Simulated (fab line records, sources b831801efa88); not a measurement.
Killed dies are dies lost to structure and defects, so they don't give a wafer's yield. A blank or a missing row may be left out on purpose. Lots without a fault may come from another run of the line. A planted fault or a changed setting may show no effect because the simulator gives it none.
Which tool did it? | flow sky130 | 11 lots, 33 wafers sampled, at 5 steps of a route of 708

WHAT THE GAUGES READ, wafer by wafer
SKY_SONOS_TUNNEL_CD_MEAS_07: target cd 410 nm.
lot  | measured     | on        | cd_nm (nm)
L794 | day 11 01:01 | cd_sem-02 | 409.5 411.6 409.0
L799 | day 14 03:07 | cd_sem-01 | 410.3 412.3 411.7
L800 | day 14 03:24 | cd_sem-02 | 408.0 407.2 406.3
L801 | day 14 06:05 | cd_sem-01 | 414.5 412.1 413.9
L805 | day 16 15:04 | cd_sem-01 | 409.2 408.0 410.6
L808 | day 17 02:05 | cd_sem-01 | 413.7 413.7 410.7
L810 | day 17 07:34 | cd_sem-01 | 410.3 411.9 409.4
L809 | day 17 08:59 | cd_sem-01 | 408.9 407.3 407.7
L811 | day 17 21:47 | cd_sem-01 | 409.9 407.9 410.6
L812 | day 17 22:05 | cd_sem-02 | 407.8 406.8 407.6
L816 | day 18 15:11 | cd_sem-01 | 412.5 413.7 412.5

SKY_SONOS_ONO_OVL_MEAS_14.
lot  | measured     | on         | SONOS_ONO_OVL (nm)
L794 | day 12 20:13 | overlay-02 | 0.8 0.4 -0.3
L799 | day 15 13:21 | overlay-01 | 1.2 3.3 0.9
L800 | day 15 13:40 | overlay-01 | 0.4 0.6 1.3
L801 | day 15 14:33 | overlay-01 | 1.0 0.7 2.5
L805 | day 18 01:47 | overlay-01 | 1.6 2.4 3.0
L808 | day 18 13:56 | overlay-02 | -0.3 -0.4 -0.5
L810 | day 18 19:47 | overlay-01 | -4.1 0.1 -1.6
L809 | day 18 20:04 | overlay-02 | -2.0 -1.2 -0.7
L811 | day 19 11:01 | overlay-01 | -0.6 -0.5 -0.3
L812 | day 19 10:46 | overlay-02 | 3.0 0.7 0.3
L816 | day 20 03:05 | overlay-02 | 3.3 2.0 0.8

SKY_POLY_GATE_THK_MEAS_21.
lot  | measured     | on            | POLY_GATE_OXIDATION_THK (nm)
L794 | day 16 23:59 | film_metro-03 | 3.98 3.91 4.06
L799 | day 19 15:10 | film_metro-03 | 5.10 5.04 5.03
L800 | day 19 20:40 | film_metro-03 | 5.08 5.11 5.16
L801 | day 19 20:38 | film_metro-02 | 5.11 5.03 5.01
L805 | day 22 09:20 | film_metro-01 | 4.00 3.98 3.87
L808 | day 22 20:11 | film_metro-02 | 3.97 3.98 3.84
L810 | day 23 01:18 | film_metro-01 | 4.04 3.94 3.99
L809 | day 23 03:52 | film_metro-02 | 4.01 4.09 4.02
L811 | day 23 17:13 | film_metro-02 | 4.10 4.05 4.06
L812 | day 23 15:09 | film_metro-02 | 4.00 3.83 3.97
L816 | day 24 07:41 | film_metro-02 | 4.00 4.02 3.94

WHICH TOOL RAN EACH LOT (tool, then ch and the chambers of the sampled wafers, then the start)
lot  | SKY_SONOS_ONO_STRIP_17               | SKY_POLY_GATE_OXIDATION_20
L794 | plasma_asher-01 ch 0,1, day 12 20:22 | furnace-01 ch 0, day 16 22:44
L799 | plasma_asher-02 ch 0,1, day 15 13:30 | furnace-01 ch 0, day 19 13:55
L800 | plasma_asher-01 ch 0,1, day 15 13:50 | furnace-01 ch 0, day 19 19:23
L801 | plasma_asher-01 ch 0,1, day 15 14:42 | furnace-01 ch 0, day 19 19:23
L805 | plasma_asher-04 ch 0,1, day 18 01:56 | furnace-02 ch 0, day 22 08:04
L808 | plasma_asher-04 ch 0,1, day 18 14:04 | furnace-01 ch 0, day 22 18:56
L810 | plasma_asher-04 ch 0,1, day 18 19:57 | furnace-01 ch 0, day 22 23:58
L809 | plasma_asher-01 ch 0,1, day 18 20:13 | furnace-01 ch 0, day 23 02:37
L811 | plasma_asher-01 ch 0,1, day 19 11:10 | furnace-01 ch 0, day 23 15:58
L812 | plasma_asher-02 ch 0,1, day 19 10:54 | furnace-02 ch 0, day 23 13:43
L816 | plasma_asher-02 ch 0,1, day 20 03:14 | furnace-01 ch 0, day 24 06:25
- SKY_SONOS_ONO_STRIP_17: strips in O2/N2.
- SKY_POLY_GATE_OXIDATION_20: stabilise 600 s, purge 300 s, target thk 4 nm.

WHAT THE TOOLS THEMSELVES READ (means of the sampled wafers that have a number; where no wafer has one, the mark that the record gives instead)
SKY_SONOS_ONO_STRIP_17.
lot  | tool            | drypump_motor_current_A (A) | oes_product_au (a.u.) | strip_time_to_endpoint_s (s)
L794 | plasma_asher-01 | 5.2                         | 0.710                 | 14.08
L799 | plasma_asher-02 | 5.5                         | 0.712                 | 14.10
L800 | plasma_asher-01 | 5.2                         | 0.713                 | 14.10
L801 | plasma_asher-01 | 5.4                         | 0.713                 | 14.14
L805 | plasma_asher-04 | 5.6                         | 0.710                 | 14.10
L808 | plasma_asher-04 | 5.6                         | 0.710                 | 14.09
L810 | plasma_asher-04 | 5.4                         | 0.706                 | 14.13
L809 | plasma_asher-01 | 5.2                         | 0.715                 | 14.14
L811 | plasma_asher-01 | 5.2                         | 0.707                 | 14.20
L812 | plasma_asher-02 | 5.8                         | 0.714                 | 14.12
L816 | plasma_asher-02 | 5.8                         | 0.709                 | 14.09

SKY_POLY_GATE_OXIDATION_20.
lot  | tool       | spike_tc_bottom_C (C) | spike_tc_centre_C (C) | spike_tc_lower_C (C) | spike_tc_top_C (C) | spike_tc_upper_C (C) | tube_center_temp_C (C) | tube_center_temp_C_max | zone_power_top_pct (%) | zone_power_upper_pct (%)
L794 | furnace-01 | 873                   | 850.1                 | 850.0                | 862.7              | 849.1                | 850                    | 852.3                  | 31.1                   | 16.51
L799 | furnace-01 | 893                   | 869.1                 | 868.3                | 882.5              | 867.5                | 869                    | 871.8                  | 32.5                   | 17.33
L800 | furnace-01 | 892                   | 868.6                 | 867.6                | 883.1              | 869.0                | 869                    | 871.8                  | 32.2                   | 17.54
L801 | furnace-01 | 893                   | 869.2                 | 868.8                | 882.5              | 868.6                | 869                    | 871.9                  | 32.5                   | 17.34
L805 | furnace-02 | 866                   | 850.4                 | 850.6                | 862.6              | 848.3                | 850                    | 852.0                  | 31.2                   | 16.69
L808 | furnace-01 | 874                   | 850.5                 | 848.6                | 863.9              | 848.1                | 850                    | 852.3                  | 31.4                   | 16.74
L810 | furnace-01 | 874                   | 850.7                 | 849.8                | 864.1              | 849.3                | 850                    | 852.2                  | 31.5                   | 16.56
L809 | furnace-01 | 874                   | 849.6                 | 849.9                | 864.9              | 849.1                | 850                    | 852.1                  | 31.3                   | 16.58
L811 | furnace-01 | 874                   | 849.5                 | 849.1                | 864.3              | 849.4                | 850                    | 852.0                  | 31.5                   | 16.61
L812 | furnace-02 | 866                   | 850.7                 | 850.7                | 863.1              | 849.2                | 850                    | 852.2                  | 31.3                   | 16.69
L816 | furnace-01 | 875                   | 850.5                 | 848.6                | 864.2              | 848.4                | 850                    | 852.0                  | 31.2                   | 16.59

THE ANSWER, worked out from the rows above alone
Rule: what is usual is taken from the lots themselves. Put in order of their means at a reading, lots are off if they are a third of the lots or fewer, leave a main group of 4 or more, and stand apart from it by a gap of 3 or more times the standard deviation of the main group's means; of several such gaps the widest counts. A main group whose means are all the same, to the digits that the tables above print for the reading, isn't used. A lot without any number at a reading at which 4 lots or more have one is off too. The other lots that the step has rows for count as sound. The gauges are gone through in route order, then the tools' own readings, and for those a lot's mean is taken as printed above. The first step at which some lot is off is used, and at that step the reading that is off furthest; a lot without a number counts as furthest.
Off: L799, L800, L801, at SKY_POLY_GATE_THK_MEAS_21 (POLY_GATE_OXIDATION_THK). The main group: mean 3.99 nm, standard deviation 0.046.
A tool fits if, at a process step before that reading, it ran every lot that is off, and no sound lot after the first of them. The gauges at SKY_POLY_GATE_THK_MEAS_21 aren't tried: what is off there is off at SKY_POLY_GATE_OXIDATION_20 too, on other tools, and a gauge's error can't cause that. None of those tried fits.

WHAT THE SIMULATOR HAD PUT IN
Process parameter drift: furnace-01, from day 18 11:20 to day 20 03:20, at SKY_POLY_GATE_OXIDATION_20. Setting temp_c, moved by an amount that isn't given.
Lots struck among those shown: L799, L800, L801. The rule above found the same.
